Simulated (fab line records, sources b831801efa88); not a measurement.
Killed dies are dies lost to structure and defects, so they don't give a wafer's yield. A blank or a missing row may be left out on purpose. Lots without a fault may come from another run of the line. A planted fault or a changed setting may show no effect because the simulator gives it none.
One fault seen from 2 desks | flow sky130 | each desk has only its own numbers; what lay behind them comes last

THE METROLOGY DESK
What the gauges read, lot by lot, whatever tool the lot ran on: means of the sampled wafers that have a number. A lot is out of limits, marked OUT, if its mean lies more than 4 standard deviations from the usual mean; the brackets give that distance.
Columns: A = VIA3_OVL at SKY_VIA3_OVL_MEAS_13, usual -1 nm; B = VIA3_W_RS at SKY_VIA3_RS_MEAS_22, usual 0.2936 ohm/sq; C = VIA3_W_THK at SKY_VIA3_THK_MEAS_23, usual 378 nm
lot  | first seen here | A  | B                | C
L954 | day 39 18:43    | -2 | 0.2931           | 386
L955 | day 40 02:47    | 4  | 0.2914           | 372
L959 | day 41 11:28    | -5 | 0.2964           | 372
L961 | day 41 22:17    | -5 | 0.2329 (-21) OUT | 478 (+15) OUT
L962 | day 42 17:56    | -1 | 0.2604 (-11) OUT | 446 (+10) OUT
L972 | day 45 08:11    | -2 | 0.2960           | 371
L973 | day 45 10:27    | -5 | 0.2935           | 380
L974 | day 45 13:30    | -4 | 0.2983           | 377
L976 | day 46 10:17    | 5  | 0.2952           | 371
L977 | day 46 17:42    | -8 | 0.2920           | 383
This desk's finding: out of limits on L961, L962; first on L961, day 41 23:14 (VIA3_W_RS at SKY_VIA3_RS_MEAS_22). In limits: L954, L955, L959, L972, L973, L974, L976, L977.

THE TOOL OWNER'S DESK: cvd_w-02
The tool's own readings at SKY_VIA3_CVD_21 (deposits W, target thk 390 nm, time 117.31 s): means of the sampled wafers that have a number, for each lot that ran on this tool. A lot is out of limits, marked OUT, if its mean lies more than 4 standard deviations from the usual mean; the brackets give that distance.
Columns: A = heater_power_w at SKY_VIA3_CVD_21, usual 766 W
lot  | first seen here | A
L954 | day 39 19:38    | 786
L955 | day 40 03:36    | 787
L959 | day 41 12:15    | 799
L961 | day 41 23:07    | 796
L962 | day 42 18:46    | 805
L973 | day 45 11:14    | 798
L974 | day 45 14:18    | 804
L976 | day 46 11:04    | 801
L977 | day 46 18:56    | 806
This desk's finding: nothing out of limits on any of the 9 lots.

PUT TOGETHER
The metrology desk could have raised an alarm at day 41 23:14, on L961, L962.
The tool owner's desk saw nothing out of limits.
The tool owner's desk has L961, L962 on record, within its limits.
Of the lots named, all ran SKY_VIA3_CVD_21 on cvd_w-02.

WHAT THE SIMULATOR HAD PUT IN
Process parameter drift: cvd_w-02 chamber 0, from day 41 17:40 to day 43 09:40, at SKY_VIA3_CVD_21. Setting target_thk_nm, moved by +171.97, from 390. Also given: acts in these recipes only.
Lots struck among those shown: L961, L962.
Hours from the fault's start to each desk's first reading out of limits: the metrology desk, 6.
